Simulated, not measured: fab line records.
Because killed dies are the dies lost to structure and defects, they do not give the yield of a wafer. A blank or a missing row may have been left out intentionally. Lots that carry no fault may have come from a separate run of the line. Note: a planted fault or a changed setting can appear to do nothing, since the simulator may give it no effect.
Chamber matching || flow gf180mcu || GF_V2_CVD_02 on pecvd-02: 3 sister chambers
The step deposits SiO2 from TEOS, target thk 850 nm, time 94.851 s. 3 wafers are shown with their chamber, then 11 later ones without.

## EACH WAFER AND ITS CHAMBER
{"wafer": "L086.6", "chamber": 0, "heaterPowerOuterW (W)": 446}
{"wafer": "L087.6", "chamber": 2, "heaterPowerOuterW (W)": 521}
{"wafer": "L088.3", "chamber": 1, "heaterPowerOuterW (W)": 391}

## WAFERS WITHOUT THEIR CHAMBER
{"wafer": "L088.5", "heaterPowerOuterW (W)": 455}
{"wafer": "L088.6", "heaterPowerOuterW (W)": 421}
{"wafer": "L091.3", "heaterPowerOuterW (W)": 408}
{"wafer": "L091.4", "heaterPowerOuterW (W)": 545}
{"wafer": "L091.5", "heaterPowerOuterW (W)": 429}
{"wafer": "L092.2", "heaterPowerOuterW (W)": 409}
{"wafer": "L092.4", "heaterPowerOuterW (W)": 456}
{"wafer": "L092.5", "heaterPowerOuterW (W)": 436}
{"wafer": "L095.1", "heaterPowerOuterW (W)": 477}
{"wafer": "L095.5", "heaterPowerOuterW (W)": 336}
{"wafer": "L095.6", "heaterPowerOuterW (W)": 497}

## CHAMBER TAKEN BY EACH
{"wafer": "L088.5", "from the rows above": 0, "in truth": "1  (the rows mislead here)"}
{"wafer": "L088.6", "from the rows above": "can't be placed: 0 or 1", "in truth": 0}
{"wafer": "L091.3", "from the rows above": "can't be placed: 1 or 0", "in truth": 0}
{"wafer": "L091.4", "from the rows above": 2, "in truth": 2}
{"wafer": "L091.5", "from the rows above": "can't be placed: 0 or 1", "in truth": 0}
{"wafer": "L092.2", "from the rows above": "can't be placed: 1 or 0", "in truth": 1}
{"wafer": "L092.4", "from the rows above": 0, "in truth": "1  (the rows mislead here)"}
{"wafer": "L092.5", "from the rows above": "can't be placed: 0 or 1", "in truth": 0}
{"wafer": "L095.1", "from the rows above": "can't be placed: 0 or 2", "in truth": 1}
{"wafer": "L095.5", "from the rows above": 1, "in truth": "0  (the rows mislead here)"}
{"wafer": "L095.6", "from the rows above": "can't be placed: 2 or 0", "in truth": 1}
Correctly placed: 1 of 11. Unplaceable from these rows: 7, with the true chamber sitting among the candidates in 5. Number placed wrongly: 3.
How it was worked out, from the rows above alone: a wafer's distance from a chamber is the root of the sum, over the readings, of the square of ((its reading less the chamber's mean) divided by the reading's scatter). If the next closest chamber is less than 2 further off than the closest, the wafer can't be placed; otherwise it belongs to the closest. Each chamber's mean is taken over the wafers shown for it. The scatter: root of mean squared gap, hidden wafer to nearest shown wafer, with one shown wafer a chamber.
